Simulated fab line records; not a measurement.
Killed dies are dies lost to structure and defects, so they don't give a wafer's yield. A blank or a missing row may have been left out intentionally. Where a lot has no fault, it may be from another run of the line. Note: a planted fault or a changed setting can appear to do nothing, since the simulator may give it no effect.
Which of the tools did it? | flow sky130 | 15 lots with 45 wafers sampled at 6 steps, on a route of 708 steps

WHAT THE GAUGES READ, wafer by wafer
SKY_VT_ADJUST_HVTR_OVL_MEAS_08. Usual: VT_ADJUST_HVTR_OVL typically reads 0.8 nm, with standard deviation 1.3.
lot  | measured     | on         | VT_ADJUST_HVTR_OVL (nm) | flag
L515 | day 9 14:37  | overlay-01 | 1.0 0.4 -0.4            |
L517 | day 10 05:16 | overlay-02 | 2.2 2.7 1.6             |
L518 | day 10 09:02 | overlay-01 | 2.3 2.2 1.5             |
L520 | day 11 09:46 | overlay-02 | -0.3 -0.2 2.0           |
L521 | day 11 15:28 | overlay-02 | -1.3 -0.6 -1.3          |
L522 | day 11 21:52 | overlay-01 | 0.5 2.0 -0.3            |
L523 | day 12 05:35 | overlay-01 | -0.9 -0.5 -0.9          |
L524 | day 12 09:52 | overlay-01 | 0.8 -1.1 -0.2           |
L527 | day 13 17:49 | overlay-02 | 0.7 0.0 1.4             |
L530 | day 14 18:11 | overlay-02 | 0.1 0.6 2.5             |
L531 | day 14 18:39 | overlay-02 | 3.8 1.0 1.6             |
L534 | day 15 19:10 | overlay-02 | 2.3 1.3 1.1             |
L535 | day 15 20:16 | overlay-02 | 2.8 3.5 2.8             |
L536 | day 16 06:02 | overlay-02 | 1.7 0.8 2.6             |
L537 | day 17 03:52 | overlay-01 | -0.7 -1.4 -1.1          |

SKY_SONOS_ONO_THK_MEAS_01. Usual: SONOS_ONO_OXIDATION_THK typically reads 2.61 nm, with standard deviation 0.055.
lot  | measured     | on            | SONOS_ONO_OXIDATION_THK (nm) | flag
L515 | day 11 13:59 | film metro-01 | 2.60 2.60 2.58               |
L517 | day 12 06:30 | film metro-02 | 2.71 2.60 2.58               |
L518 | day 12 10:33 | film metro-03 | 2.68 2.75 2.75               |
L520 | day 13 13:21 | film metro-03 | 2.67 2.67 2.58               |
L521 | day 13 21:11 | film metro-03 | 2.46 2.55 2.51               |
L522 | day 14 06:37 | film metro-01 | 2.67 2.64 2.58               |
L523 | day 14 15:07 | film metro-01 | 2.62 2.60 2.59               |
L524 | day 14 18:58 | film metro-03 | 2.53 2.48 2.59               |
L527 | day 16 00:47 | film metro-03 | 2.57 2.61 2.55               |
L530 | day 17 04:40 | film metro-03 | 2.64 2.61 2.69               |
L531 | day 17 04:40 | film metro-02 | 2.58 2.61 2.54               |
L534 | day 18 06:54 | film metro-02 | 2.59 2.57 2.67               |
L535 | day 18 08:01 | film metro-01 | 2.63 2.57 2.61               |
L536 | day 18 17:24 | film metro-03 | 2.52 2.62 2.52               |
L537 | day 19 21:22 | film metro-01 | 2.56 2.60 2.61               |

SKY_LDD_N_TW_MEAS_17. Usual: LDD_N_TW typically reads 2597, with standard deviation 17.
lot  | measured     | on            | LDD_N_TW       | flag
L515 | day 17 21:02 | film metro-02 | 2584 2593 2602 |
L517 | day 18 20:08 | film metro-01 | 2590 2583 2596 |
L518 | day 18 22:10 | film metro-03 | 2631 2630 2607 |
L520 | day 20 05:19 | film metro-02 | 2592 2601 2611 |
L521 | day 20 14:59 | film metro-03 | 2595 2594 2604 |
L522 | day 21 00:03 | film metro-01 | 2569 2599 2588 |
L523 | day 21 09:22 | film metro-02 | 2612 2607 2622 |
L524 | day 21 13:00 | film metro-03 | 2606 2625 2625 |
L527 | day 22 22:50 | film metro-03 | 2582 2578 2578 |
L530 | day 24 01:36 | film metro-01 | 2581 2572 2602 |
L531 | day 24 04:06 | film metro-02 | 2606 2608 2604 |
L534 | day 25 08:18 | film metro-03 | 2574 2573 2579 |
L535 | day 25 07:11 | film metro-03 | 2597 2580 2571 |
L536 | day 25 13:15 | film metro-03 | 2582 2571 2567 |
L537 | day 26 14:54 | film metro-03 | 2610 2611 2596 |

SKY_LDD_P_TW_MEAS_11. Usual: LDD_P_TW typically reads 639, with standard deviation 4.2.
lot  | measured     | on            | LDD_P_TW    | flag
L515 | day 19 03:42 | film metro-04 | 636 637 638 |
L517 | day 20 03:09 | film metro-03 | 642 643 643 |
L518 | day 20 05:01 | film metro-04 | 636 640 641 |
L520 | day 21 11:43 | film metro-04 | 632 632 634 |
L521 | day 21 21:01 | film metro-03 | 30 30 30    | OFF
L522 | day 22 06:16 | film metro-03 | 30 30 30    | OFF
L523 | day 22 16:22 | film metro-04 | 30 30 30    | OFF
L524 | day 22 19:10 | film metro-03 | 638 636 637 |
L527 | day 24 04:52 | film metro-04 | 639 642 641 |
L530 | day 25 07:16 | film metro-04 | 638 635 632 |
L531 | day 25 09:50 | film metro-03 | 632 640 634 |
L534 | day 26 14:16 | film metro-03 | 641 642 640 |
L535 | day 26 12:47 | film metro-03 | 645 639 637 |
L536 | day 26 18:31 | film metro-04 | 636 633 633 |
L537 | day 27 20:19 | film metro-03 | 644 639 642 |

WHICH TOOL RAN EACH LOT (tool, then ch and the chambers of the sampled wafers, then the start)
lot  | SKY_LDD_N_STRIP_16                   | SKY_LDD_P_STRIP_10
L515 | plasma asher-04 ch 0,1, day 17 20:56 | plasma asher-04 ch 0,1, day 19 03:36
L517 | plasma asher-01 ch 0,1, day 18 20:02 | plasma asher-04 ch 0,1, day 20 03:03
L518 | plasma asher-04 ch 0,1, day 18 22:03 | plasma asher-02 ch 0,1, day 20 04:54
L520 | plasma asher-04 ch 0,1, day 20 05:12 | plasma asher-03 ch 0,1, day 21 11:36
L521 | plasma asher-01 ch 0,1, day 20 14:53 | plasma asher-03 ch 0,1, day 21 20:55
L522 | plasma asher-04 ch 0,1, day 20 23:57 | plasma asher-04 ch 0,1, day 22 06:10
L523 | plasma asher-02 ch 0,1, day 21 09:17 | plasma asher-02 ch 0,1, day 22 16:17
L524 | plasma asher-04 ch 0,1, day 21 12:54 | plasma asher-03 ch 0, day 22 19:04
L527 | plasma asher-01 ch 0,1, day 22 22:44 | plasma asher-02 ch 0,1, day 24 04:45
L530 | plasma asher-01 ch 0,1, day 24 01:31 | plasma asher-04 ch 0,1, day 25 07:11
L531 | plasma asher-01 ch 0,1, day 24 04:01 | plasma asher-02 ch 0,1, day 25 09:45
L534 | plasma asher-04 ch 0,1, day 25 08:12 | plasma asher-03 ch 0,1, day 26 14:10
L535 | plasma asher-01 ch 0,1, day 25 07:05 | plasma asher-04 ch 0,1, day 26 12:40
L536 | plasma asher-04 ch 0,1, day 25 13:09 | plasma asher-03 ch 0,1, day 26 18:25
L537 | plasma asher-02 ch 0,1, day 26 14:48 | plasma asher-03 ch 0,1, day 27 20:13
- SKY_LDD_N_STRIP_16: strips in O2/N2.
- SKY_LDD_P_STRIP_10: strips in O2/N2.

AS READ BY THE TOOLS THEMSELVES (means over the sampled wafers that have a number; for cases with no such wafer, the mark the record gives instead)
SKY_LDD_N_STRIP_16. Usual: chamber pressure mTorr 1500.1 mTorr, standard deviation 1.4; drypump motor current A 6.0 A, standard deviation 0.46; n2 flow sccm 300.0 sccm, standard deviation 0.89; oes product au 0.406 a.u., standard deviation 0.0045; strip time to endpoint s 4.313 s, standard deviation 0.016.
lot  | tool            | chamber pressure mTorr (mTorr) | drypump motor current A (A) | n2 flow sccm (sccm) | oes product au (a.u.) | strip time to endpoint s (s) | flag
L515 | plasma asher-04 | 1500.3                         | 5.7                         | 299.8               | 0.405                 | 4.305                        |
L517 | plasma asher-01 | 1500.1                         | 6.4                         | 299.9               | 0.407                 | 4.326                        |
L518 | plasma asher-04 | 1500.6                         | 5.7                         | 300.6               | 0.402                 | 4.312                        |
L520 | plasma asher-04 | 1500.6                         | 6.0                         | 300.0               | 0.409                 | 4.336                        |
L521 | plasma asher-01 | -                              | -                           | -                   | -                     | -                            | OFF
L522 | plasma asher-04 | -                              | -                           | -                   | -                     | -                            | OFF
L523 | plasma asher-02 | -                              | -                           | -                   | -                     | -                            | OFF
L524 | plasma asher-04 | 1499.4                         | 5.7                         | 299.3               | 0.408                 | 4.308                        |
L527 | plasma asher-01 | 1499.0                         | 6.4                         | 299.8               | 0.406                 | 4.340                        |
L530 | plasma asher-01 | 1501.0                         | 6.4                         | 299.5               | 0.412                 | 4.313                        |
L531 | plasma asher-01 | 1498.9                         | 6.4                         | 300.3               | 0.406                 | 4.315                        |
L534 | plasma asher-04 | 1500.5                         | 6.0                         | 300.9               | 0.404                 | 4.319                        |
L535 | plasma asher-01 | 1499.6                         | 6.2                         | 299.9               | 0.408                 | 4.305                        |
L536 | plasma asher-04 | 1500.3                         | 5.7                         | 300.5               | 0.407                 | 4.303                        |
L537 | plasma asher-02 | 1500.2                         | 5.8                         | 300.3               | 0.405                 | 4.317                        |

SKY_LDD_P_STRIP_10. Usual: chamber pressure mTorr 1499.8 mTorr, standard deviation 1.4; drypump motor current A 5.9 A, standard deviation 0.37; n2 flow sccm 300.1 sccm, standard deviation 0.85; oes product au 0.715 a.u., standard deviation 0.0047; strip time to endpoint s 14.18 s, standard deviation 0.035.
lot  | tool            | chamber pressure mTorr (mTorr) | drypump motor current A (A) | n2 flow sccm (sccm) | oes product au (a.u.) | strip time to endpoint s (s) | flag
L515 | plasma asher-04 | 1499.6                         | 6.0                         | 299.6               | 0.715                 | 14.19                        |
L517 | plasma asher-04 | 1498.9                         | 6.0                         | 299.7               | 0.713                 | 14.14                        |
L518 | plasma asher-02 | 1499.6                         | 5.8                         | 301.0               | 0.715                 | 14.16                        |
L520 | plasma asher-03 | 1499.2                         | 5.7                         | 300.3               | 0.714                 | 14.25                        |
L521 | plasma asher-03 | 1499.5                         | 5.8                         | 299.8               | 0.715                 | 18.77                        | OFF
L522 | plasma asher-04 | 1499.9                         | 6.0                         | 300.1               | 0.710                 | 18.77                        | OFF
L523 | plasma asher-02 | 1500.2                         | 6.0                         | 299.6               | 0.717                 | 18.69                        | OFF
L524 | plasma asher-03 | 1500.1                         | 5.5                         | 300.0               | 0.713                 | 14.19                        |
L527 | plasma asher-02 | 1498.1                         | 5.8                         | 299.9               | 0.715                 | 14.16                        |
L530 | plasma asher-04 | 1500.5                         | 5.7                         | 299.7               | 0.710                 | 14.20                        |
L531 | plasma asher-02 | 1500.0                         | 5.9                         | 300.3               | 0.715                 | 14.19                        |
L534 | plasma asher-03 | 1498.4                         | 5.8                         | 300.5               | 0.717                 | 14.15                        |
L535 | plasma asher-04 | 1498.9                         | 5.7                         | 300.3               | 0.713                 | 14.20                        |
L536 | plasma asher-03 | 1499.8                         | 5.9                         | 300.5               | 0.713                 | 14.22                        |
L537 | plasma asher-03 | 1498.5                         | 5.9                         | 299.7               | 0.712                 | 14.19                        |

THE ANSWER, worked out from the rows above alone
Rule: take the mean of a lot's wafers that have a number; if it is more than 3 standard deviations from the usual mean, the lot is off. Also off: a lot with no number at a reading for which 4 or more lots have one. Any other lot the step has rows for is counted as sound. After the gauges, taken in route order, come the tools' own readings; for these a lot's mean is taken, as printed above. The first step at which some lot is off is used, and at that step the reading that is off furthest; a lot without a number counts as furthest.
Off: L521, L522, L523, at SKY_LDD_P_TW_MEAS_11 (LDD_P_TW).
A tool fits if, at a process step before that reading, it ran every lot that is off, and no sound lot after the first of them. The gauges at SKY_LDD_P_TW_MEAS_11 aren't tried: what is off there is off at SKY_LDD_N_STRIP_16 too, on other tools, and a gauge's error can't cause that. Not one of the candidates tried fits.

WHAT THE SIMULATOR PUT IN
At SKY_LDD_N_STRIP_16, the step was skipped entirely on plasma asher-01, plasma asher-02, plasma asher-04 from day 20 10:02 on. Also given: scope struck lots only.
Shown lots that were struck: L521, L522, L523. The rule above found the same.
